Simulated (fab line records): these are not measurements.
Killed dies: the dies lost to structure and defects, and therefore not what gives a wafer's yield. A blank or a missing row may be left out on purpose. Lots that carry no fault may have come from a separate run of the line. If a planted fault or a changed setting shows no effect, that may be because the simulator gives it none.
Commonality check across tools | flow gf180mcu | Lots sampled 14, wafers sampled 42

## REASON IT WAS OPENED
At GF_STI_CD_MEAS_12 the reading cd nm is flagged on 2 of 14 lots. Wafers without a fault read 220.0 nm, standard deviation 1.1.
Rule: a lot gets a flag if all its wafers with a number sit over 4 standard deviations from that mean, or if no wafer of it has a number. All remaining lots are regarded as sound.

lot  | measured    | on        | cd nm (nm), wafer by wafer | flag
L143 | day 2 08:58 | cd sem-01 | 219.7 220.1 220.0          |
L144 | day 2 19:44 | cd sem-02 | 219.5 220.6 219.6          |
L145 | day 2 19:53 | cd sem-01 | 220.7 220.8 221.2          |
L149 | day 3 17:32 | cd sem-02 | 221.8 221.7 222.4          |
L150 | day 3 17:48 | cd sem-01 | 220.0 219.1 218.4          |
L151 | day 4 02:08 | cd sem-01 | 220.5 219.6 219.1          |
L152 | day 4 07:50 | cd sem-01 | 218.8 218.1 219.0          |
L153 | day 4 11:55 | cd sem-01 | 220.8 219.9 220.2          |
L155 | day 4 21:52 | cd sem-01 | 220.3 220.6 221.2          |
L159 | day 5 16:14 | cd sem-01 | 220.8 220.8 219.9          |
L160 | day 5 21:44 | cd sem-02 | 335.0 336.6 334.1          | FLAGGED
L162 | day 6 08:37 | cd sem-01 | 333.1 333.3 334.1          | FLAGGED
L163 | day 6 13:46 | cd sem-01 | 219.9 221.0 218.9          |
L164 | day 6 18:22 | cd sem-02 | 220.2 220.6 221.0          |
The numbers of the flagged lots are 334.4 nm on average: +114.4 nm against the usual, or +99 or more standard deviations.

## LOT BY LOT: THE TOOL USED
The record keeps 1 process step preceding the reading, out of 602 steps on the route. Every cell lists first the tool, next ch and the chambers used by the sampled wafers, and last the start.
lot  | flag    | GF_STI_PEB_10
L143 |         | litho track-02 ch 0, day 2 08:38
L144 |         | litho track-04 ch 0, day 2 19:25
L145 |         | litho track-01 ch 0, day 2 19:32
L149 |         | litho track-01 ch 0, day 3 17:11
L150 |         | litho track-04 ch 0, day 3 17:27
L151 |         | litho track-02 ch 0, day 4 01:47
L152 |         | litho track-02 ch 0, day 4 07:29
L153 |         | litho track-04 ch 0, day 4 11:35
L155 |         | litho track-01 ch 0, day 4 21:31
L159 |         | litho track-02 ch 0, day 5 15:55
L160 | FLAGGED | litho track-02 ch 0, day 5 21:23
L162 | FLAGGED | litho track-02 ch 0, day 6 08:17
L163 |         | litho track-01 ch 0, day 6 13:25
L164 |         | litho track-01 ch 0, day 6 18:01
What the steps here do:
- GF_STI_PEB_10: peb time 90 s.
- GF_STI_CD_MEAS_12: target cd 220 nm.

## FLAGGED AGAINST TOTAL, ONE TOOL AT A TIME (gauges that did the reading follow at the end)
step              | tool           | lots run | flagged | share of the flagged lots | sound lots run after its first flagged lot
GF_STI_PEB_10     | litho track-01 | 5        | 0       | none                      | -
GF_STI_PEB_10     | litho track-02 | 6        | 2       | all                       | 0
GF_STI_PEB_10     | litho track-04 | 3        | 0       | none                      | -
GF_STI_CD_MEAS_12 | cd sem-01      | 10       | 1       | some                      | 1 (L163)
GF_STI_CD_MEAS_12 | cd sem-02      | 4        | 1       | some                      | 1 (L164)

## THE TABLE: WHAT IT ALLOWS
Rows of the table that ran each flagged lot: 1, that is litho track-02 at GF_STI_PEB_10.
- litho track-02 at GF_STI_PEB_10 ran 6 lots, 2 of them flagged. A fault beginning between L159 (day 5 15:55), its last sound lot, and L160 (day 5 21:23), its first flagged one, fits the data. Its own readings lie more than 4 standard deviations out on every wafer of the flagged lots: heater power total W, plate temp C.
What remains is a single tool, litho track-02 at GF_STI_PEB_10.

## WHAT HAD BEEN PUT IN BY THE SIMULATOR
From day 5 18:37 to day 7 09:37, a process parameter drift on litho track-02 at GF_STI_PEB_10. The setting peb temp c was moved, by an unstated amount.
Struck lots among those shown: L160, L162. The same result came from the rule above.
